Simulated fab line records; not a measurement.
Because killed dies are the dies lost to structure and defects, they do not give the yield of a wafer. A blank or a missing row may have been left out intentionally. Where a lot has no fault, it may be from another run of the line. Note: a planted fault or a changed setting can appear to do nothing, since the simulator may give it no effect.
Chamber matching / flow gf180mcu / cmp-02 running GF_V4_CMP_04: 4 sister chambers
The step polishes SiO2. 27 wafers are shown with their chamber, then 12 later ones without.

== EACH WAFER AND ITS CHAMBER ==
wafer=L076.2; chamber=1; motorCurrentA (A)=12.4; timeToEndpointS (s)=79; slurryFlowMlMin=149.4
wafer=L076.4; chamber=2; motorCurrentA (A)=12.7; timeToEndpointS (s)=90; slurryFlowMlMin=149.4
wafer=L076.6; chamber=2; motorCurrentA (A)=13.3; timeToEndpointS (s)=82; slurryFlowMlMin=150.8
wafer=L077.2; chamber=2; motorCurrentA (A)=12.9; timeToEndpointS (s)=74; slurryFlowMlMin=149.7
wafer=L077.3; chamber=1; motorCurrentA (A)=13.0; timeToEndpointS (s)=69; slurryFlowMlMin=149.9
wafer=L077.6; chamber=1; motorCurrentA (A)=13.1; timeToEndpointS (s)=75; slurryFlowMlMin=150.6
wafer=L080.1; chamber=0; motorCurrentA (A)=8.2; timeToEndpointS (s)=77; slurryFlowMlMin=150.9
wafer=L080.3; chamber=1; motorCurrentA (A)=12.2; timeToEndpointS (s)=73; slurryFlowMlMin=149.9
wafer=L080.4; chamber=2; motorCurrentA (A)=12.4; timeToEndpointS (s)=83; slurryFlowMlMin=149.8
wafer=L081.1; chamber=3; motorCurrentA (A)=10.2; timeToEndpointS (s)=79; slurryFlowMlMin=150.1
wafer=L081.2; chamber=0; motorCurrentA (A)=7.9; timeToEndpointS (s)=73; slurryFlowMlMin=149.8
wafer=L081.3; chamber=2; motorCurrentA (A)=12.9; timeToEndpointS (s)=78; slurryFlowMlMin=150.5
wafer=L082.3; chamber=1; motorCurrentA (A)=12.8; timeToEndpointS (s)=78; slurryFlowMlMin=150.8
wafer=L082.4; chamber=0; motorCurrentA (A)=8.3; timeToEndpointS (s)=88; slurryFlowMlMin=150.0
wafer=L082.5; chamber=0; motorCurrentA (A)=8.2; timeToEndpointS (s)=93; slurryFlowMlMin=149.7
wafer=L084.1; chamber=3; motorCurrentA (A)=10.2; timeToEndpointS (s)=79; slurryFlowMlMin=149.8
wafer=L084.3; chamber=0; motorCurrentA (A)=8.7; timeToEndpointS (s)=80; slurryFlowMlMin=149.9
wafer=L084.4; chamber=1; motorCurrentA (A)=13.0; timeToEndpointS (s)=83; slurryFlowMlMin=150.3
wafer=L085.3; chamber=0; motorCurrentA (A)=8.5; timeToEndpointS (s)=85; slurryFlowMlMin=149.3
wafer=L085.5; chamber=0; motorCurrentA (A)=8.2; timeToEndpointS (s)=91; slurryFlowMlMin=149.7
wafer=L085.6; chamber=3; motorCurrentA (A)=10.1; timeToEndpointS (s)=80; slurryFlowMlMin=150.3
wafer=L086.1; chamber=3; motorCurrentA (A)=10.4; timeToEndpointS (s)=80; slurryFlowMlMin=149.3
wafer=L086.3; chamber=1; motorCurrentA (A)=12.7; timeToEndpointS (s)=79; slurryFlowMlMin=149.7
wafer=L086.5; chamber=0; motorCurrentA (A)=8.5; timeToEndpointS (s)=91; slurryFlowMlMin=150.2
wafer=L089.2; chamber=0; motorCurrentA (A)=8.0; timeToEndpointS (s)=86; slurryFlowMlMin=150.2
wafer=L089.5; chamber=1; motorCurrentA (A)=12.3; timeToEndpointS (s)=80; slurryFlowMlMin=150.4
wafer=L089.6; chamber=0; motorCurrentA (A)=8.3; timeToEndpointS (s)=85; slurryFlowMlMin=149.9

SIGNATURES, as means of the wafers listed above
reading=motorCurrentA; chamber 0=8.280; chamber 1=12.688; chamber 2=12.840; chamber 3=10.225; scatter within a chamber=0.283
reading=timeToEndpointS; chamber 0=84.90; chamber 1=77.00; chamber 2=81.40; chamber 3=79.50; scatter within a chamber=5.36
reading=slurryFlowMlMin; chamber 0=149.960; chamber 1=150.125; chamber 2=150.040; chamber 3=149.875; scatter within a chamber=0.473
Rule: a wafer's distance from a chamber is the root of the sum, over the readings, of the square of ((its reading less the chamber's mean) divided by the reading's scatter). The wafer belongs to the nearest chamber; if the next one is less than 2 further off, it can't be placed. The scatter: the root of (the sum of the squares of (reading less its chamber's mean) over the shown wafers, divided by (wafers less chambers)).

== WAFERS WHOSE CHAMBER IS MISSING ==
wafer=L090.1; motorCurrentA (A)=12.4; timeToEndpointS (s)=75; slurryFlowMlMin=150.4
wafer=L090.2; motorCurrentA (A)=8.6; timeToEndpointS (s)=80; slurryFlowMlMin=150.0
wafer=L090.6; motorCurrentA (A)=8.3; timeToEndpointS (s)=88; slurryFlowMlMin=150.7
wafer=L094.1; motorCurrentA (A)=8.2; timeToEndpointS (s)=79; slurryFlowMlMin=151.1
wafer=L094.2; motorCurrentA (A)=10.6; timeToEndpointS (s)=78; slurryFlowMlMin=149.8
wafer=L094.4; motorCurrentA (A)=13.1; timeToEndpointS (s)=78; slurryFlowMlMin=149.7
wafer=L095.2; motorCurrentA (A)=7.9; timeToEndpointS (s)=79; slurryFlowMlMin=149.9
wafer=L095.5; motorCurrentA (A)=9.8; timeToEndpointS (s)=75; slurryFlowMlMin=149.4
wafer=L095.6; motorCurrentA (A)=8.1; timeToEndpointS (s)=77; slurryFlowMlMin=150.0
wafer=L093.1; motorCurrentA (A)=12.6; timeToEndpointS (s)=83; slurryFlowMlMin=149.7
wafer=L093.2; motorCurrentA (A)=8.3; timeToEndpointS (s)=79; slurryFlowMlMin=150.1
wafer=L093.5; motorCurrentA (A)=12.7; timeToEndpointS (s)=80; slurryFlowMlMin=150.3

== WHICH CHAMBER EACH ONE RAN IN ==
wafer=L090.1; from the rows above=can't be placed: 1 or 2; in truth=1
wafer=L090.2; from the rows above=0; in truth=0
wafer=L090.6; from the rows above=0; in truth=0
wafer=L094.1; from the rows above=0; in truth=0
wafer=L094.2; from the rows above=3; in truth=3
wafer=L094.4; from the rows above=can't be placed: 2 or 1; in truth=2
wafer=L095.2; from the rows above=0; in truth=0
wafer=L095.5; from the rows above=3; in truth=3
wafer=L095.6; from the rows above=0; in truth=0
wafer=L093.1; from the rows above=can't be placed: 2 or 1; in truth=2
wafer=L093.2; from the rows above=0; in truth=0
wafer=L093.5; from the rows above=can't be placed: 1 or 2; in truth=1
8 of 12 placed correctly. Cannot be placed on the basis of these rows: 4; the candidates contain the true chamber in 4. 0 placed wrongly.
